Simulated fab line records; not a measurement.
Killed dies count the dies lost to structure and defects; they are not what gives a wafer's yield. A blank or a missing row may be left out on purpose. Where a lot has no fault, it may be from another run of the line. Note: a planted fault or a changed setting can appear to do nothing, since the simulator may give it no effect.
Matching of chambers ; flow sky130 ; SKY_METAL3_ETCH_17 on rie_diel-02 has 4 sister chambers
The step etches SiO2 in C4F8/O2/Ar, stops on TiN, time 3.9 s, target depth 15 nm. 27 wafers are shown with their chamber, then 12 later ones without.

WAFERS, EACH WITH ITS CHAMBER
wafer;chamber;oes_product_au (a.u.)
L074.1;1;0.753
L074.5;1;0.756
L074.6;2;0.749
L076.1;1;0.749
L076.2;0;0.756
L076.3;2;0.755
L076.4;3;0.750
L076.5;0;0.767
L076.6;1;0.754
L078.1;1;0.745
L078.2;3;0.748
L078.3;0;0.745
L080.3;3;0.752
L080.4;0;0.769
L080.5;2;0.761
L083.2;1;0.772
L083.4;0;0.765
L083.6;2;0.764
L085.3;3;0.753
L085.5;1;0.762
L085.6;2;0.780
L088.2;2;0.751
L088.3;3;0.758
L088.6;3;0.758
L089.2;2;0.758
L089.5;1;0.765
L089.6;0;0.770

SIGNATURES (averages over the wafers above)
reading;chamber 0;chamber 1;chamber 2;chamber 3;scatter within a chamber
oes_product_au;0.76200;0.75700;0.75971;0.75317;0.00873
Rule: for each reading, subtract the chamber's mean from the wafer's reading, divide by that reading's scatter and square the result; add these up over the readings and take the root, which gives the wafer's distance from the chamber. If the next closest chamber is less than 2 further off than the closest, the wafer can't be placed; otherwise it belongs to the closest. The scatter is the square root of a quotient: the sum, over the shown wafers, of each reading's squared deviation from its chamber's mean, divided by wafers minus chambers.

WAFERS WITH NO CHAMBER GIVEN
wafer;oes_product_au (a.u.)
L092.1;0.746
L092.2;0.752
L092.3;0.735
L092.4;0.744
L092.5;0.755
L092.6;0.747
L096.1;0.750
L096.2;0.743
L096.3;0.743
L096.4;0.750
L096.5;0.746
L096.6;0.748

WHICH CHAMBER EACH ONE RAN IN
wafer;from the rows above;in truth
L092.1;can't be placed: 3 or 1 or 2 or 0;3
L092.2;can't be placed: 3 or 1 or 2 or 0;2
L092.3;can't be placed: 3 or 1 or 2 or 0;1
L092.4;can't be placed: 3 or 1 or 2 or 0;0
L092.5;can't be placed: 3 or 1 or 2 or 0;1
L092.6;can't be placed: 3 or 1 or 2 or 0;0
L096.1;can't be placed: 3 or 1 or 2 or 0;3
L096.2;can't be placed: 3 or 1 or 2 or 0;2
L096.3;can't be placed: 3 or 1 or 2 or 0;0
L096.4;can't be placed: 3 or 1 or 2 or 0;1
L096.5;can't be placed: 3 or 1 or 2 or 0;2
L096.6;can't be placed: 3 or 1 or 2 or 0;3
Correct placement for 0 of the 12. Cannot be placed on the basis of these rows: 12; the candidates contain the true chamber in 12. Wrongly placed: 0.
